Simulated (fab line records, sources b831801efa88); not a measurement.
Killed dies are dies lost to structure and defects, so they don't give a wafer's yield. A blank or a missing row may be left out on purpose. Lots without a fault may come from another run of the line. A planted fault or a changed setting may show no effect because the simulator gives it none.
One fault seen from 2 desks | flow gf180mcu | each desk has only its own numbers; what lay behind them comes last

THE TOOL OWNER'S DESK: rie_metal-01
The tool's own readings at GF_TOP_METAL_METAL_ETCH_16 (etches the open film in Cl2/BCl3, stops on SiO2, target depth 1197 nm, time 199.5 s): means of the sampled wafers that have a number, for each lot that ran on this tool. A lot is out of limits, marked OUT, if its mean lies more than 4 standard deviations from the usual mean; the brackets give that distance.
Columns: A = bias_w at GF_TOP_METAL_METAL_ETCH_16, usual 140.0 W; B = drypump_motor_current_A at GF_TOP_METAL_METAL_ETCH_16, usual 5.4 A; C = oes_product_au at GF_TOP_METAL_METAL_ETCH_16, usual 0.991 a.u.; D = run_length_s at GF_TOP_METAL_METAL_ETCH_16, usual 228.0 s; E = throttle_valve_pct at GF_TOP_METAL_METAL_ETCH_16, usual 28.229 %
lot  | first seen here | A     | B   | C     | D               | E
L313 | day 27 17:59    | 139.9 | 5.6 | 0.987 | 227.9           | 28.239
L320 | day 30 11:48    | -     | 5.2 | 1.007 | 189.9 (-66) OUT | 28.209
L322 | day 31 09:12    | -     | 5.1 | 0.998 | 190.3 (-65) OUT | 28.220
L334 | day 33 18:21    | 140.0 | 5.4 | 0.992 | 228.2           | 28.231
L336 | day 34 06:20    | 140.0 | 5.2 | 0.987 | 228.6           | 28.228
This desk's finding: out of limits on L320, L322; first on L320, day 30 11:48 (run_length_s at GF_TOP_METAL_METAL_ETCH_16). In limits: L313, L334, L336.

THE METROLOGY DESK
What the gauges read, lot by lot, whatever tool the lot ran on: means of the sampled wafers that have a number. A lot is out of limits, marked OUT, if its mean lies more than 4 standard deviations from the usual mean; the brackets give that distance.
Columns: A = V5_W_RS at GF_V5_RS_MEAS_24, usual 0.328 ohm/sq
lot  | first seen here | A
L313 | day 26 21:05    | 0.335
L314 | day 27 08:09    | 0.332
L315 | day 27 16:40    | 0.328
L317 | day 28 05:28    | 0.328
L320 | day 29 17:23    | 0.330
L322 | day 30 14:22    | 0.329
L325 | day 31 04:10    | 0.326
L327 | day 31 07:50    | 0.326
L328 | day 31 22:18    | 0.324
L331 | day 32 10:37    | 0.328
L332 | day 32 15:54    | 0.323
L334 | day 33 01:35    | 0.331
L335 | day 33 07:29    | 0.330
L336 | day 33 14:44    | 0.332
This desk's finding: nothing out of limits on any of the 14 lots.

PUT TOGETHER
The tool owner's desk could have raised an alarm at day 30 11:48, on L320, L322.
The metrology desk saw nothing out of limits.
The metrology desk has L320, L322 on record, within its limits.
Of the lots named, all ran GF_TOP_METAL_METAL_ETCH_16 on rie_metal-01.

WHAT THE SIMULATOR HAD PUT IN
Process parameter drift: rie_metal-01, from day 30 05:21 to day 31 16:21, at GF_TOP_METAL_METAL_ETCH_16. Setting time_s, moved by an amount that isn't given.
Lots struck among those shown: L320, L322.
Hours from the fault's start to each desk's first reading out of limits: the tool owner's desk, 6.
